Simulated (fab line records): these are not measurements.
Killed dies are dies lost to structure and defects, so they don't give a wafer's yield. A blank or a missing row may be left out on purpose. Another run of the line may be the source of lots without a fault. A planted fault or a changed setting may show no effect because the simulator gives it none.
A lot that was struck, set against a sound lot + flow sfq-line + 14 steps out of a route of 325
Sound: the wafers L505.4, L505.5, L505.6. Struck: wafer L509.1 (L509.3, L509.4, from the same lot, were not struck and are left out); the cause is given at the end.
Order at every step that has rows: each side's tool, ch and its chambers, its first start. Under that, the readings that differ: sound wafers + struck wafers + difference of the means + sigmas: that difference in standard deviations of wafers without a fault.
alike: same words and numbers on both sides, and readings whose means sit less than 2 such deviations apart. not compared: any withheld reading, any reading some wafer has no value for, any bound like >300 that may hide the same value, and any number with overlapping values for which the record gives no deviation.
The two part at a step that has a row with sigmas, a row that says differs or no value, or rows on one side only. Numbers that have no deviation but don't overlap get no sigmas and don't part them. A reading that every wafer of one side lacks parts them only if that side has two wafers or more.

first, 6 steps without rows for these wafers: SFQ_TRILAYER_I3_VIA_LITHO_COAT_090 (resist thk 62 nm); SFQ_TRILAYER_I3_VIA_LITHO_COAT_085 (resist thk 650 nm); SFQ_TRILAYER_I3_VIA_LITHO_SOFTBAKE_089; SFQ_TRILAYER_I3_VIA_LITHO_EXPOSE_086 (exposes mask I3, target cd 500 nm); SFQ_TRILAYER_I3_VIA_LITHO_PEB_088 (peb time 60 s); SFQ_TRILAYER_I3_VIA_LITHO_DEVELOP_087 (time 60 s).
SFQ_I3_OVL_MEAS_923:
  sound on overlay-01 at day 36 20:51; struck on overlay-02 at day 38 12:42
  alike: I3_OVL
SFQ_TRILAYER_I3_VIA_BARC_OPEN_VIA_ETCH_121: etches BARC in O2, target depth 125 nm, time 41.7 s.
  sound on rie-diel-01 ch 0,1,3, day 36 20:52; struck on rie-diel-03 ch 0, day 38 12:44
| reading                     | sound       | struck | difference | sigmas |
|-----------------------------|-------------|--------|------------|--------|
| drypump-motor-current-A (A) | 5.1 5.2 5.4 | 6.0    | +0.8       | +2     |
  alike: oes-product-au
  not compared: rf-hours-counter-h
SFQ_TRILAYER_I3_VIA_ETCH_VIA_ETCH_088: etches SiO2 in CHF3, stops on Nb, target depth 260 nm.
  sound on rie-diel-01 ch 0,1,3, day 36 20:55; struck on rie-diel-03 ch 0, day 38 12:46
| reading                     | sound       | struck | difference | sigmas |
|-----------------------------|-------------|--------|------------|--------|
| drypump-motor-current-A (A) | 5.2 5.2 5.4 | 6.0    | +0.7       | +2     |
  alike: oes-product-au
SFQ_TRILAYER_I3_VIA_STRIP_STRIP_089: strips in O2.
  sound on rie-metal-02 ch 0,1, day 36 21:13; struck on rie-metal-02 ch 0, day 38 12:53
| reading                | sound | struck | difference                   | sigmas |
|------------------------|-------|--------|------------------------------|--------|
| rf-hours-counter-h (h) | - - - | 130    | no value on the sound wafers |        |
  alike: drypump-motor-current-A, oes-product-au
then, 2 steps without rows for these wafers: SFQ_TRILAYER_I3_VIA_STRIP_SOLV_CLEAN_090 (cleans in NMP, time 600 s); SFQ_TRILAYER_M4_DEP_PRE_CLEAN_092 (time 22.5 s).
SFQ_TRILAYER_M4_DEP_SPUTTER_091: material Nb, target thk 200 nm, time 133.3 s.
  sound on pvd-sputter-03 at day 36 21:50; struck on pvd-sputter-05 at day 38 13:41
| reading                  | sound                  | struck  | difference | sigmas |
|--------------------------|------------------------|---------|------------|--------|
| chamber-pressure-pa (Pa) | 0.13287 0.13302 0.1335 | 0.14525 | +0.01212   | +53    |
  alike: throttle-valve-pct
SFQ_M4_RS_MEAS_924: a four-point-probe measurement.
  sound on film-metro-03 at day 36 21:59; struck on film-metro-01 at day 38 13:47
| reading           | sound             | struck | difference | sigmas |
|-------------------|-------------------|--------|------------|--------|
| M4_NB_RS (ohm/sq) | 0.877 0.884 0.885 | 0.904  | +0.022     | +2     |

== WHERE THEY PART ==
Last at SFQ_M4_RS_MEAS_924 as far as this record goes, first at SFQ_TRILAYER_I3_VIA_BARC_OPEN_VIA_ETCH_121.

WHY: what had been put in by the simulator
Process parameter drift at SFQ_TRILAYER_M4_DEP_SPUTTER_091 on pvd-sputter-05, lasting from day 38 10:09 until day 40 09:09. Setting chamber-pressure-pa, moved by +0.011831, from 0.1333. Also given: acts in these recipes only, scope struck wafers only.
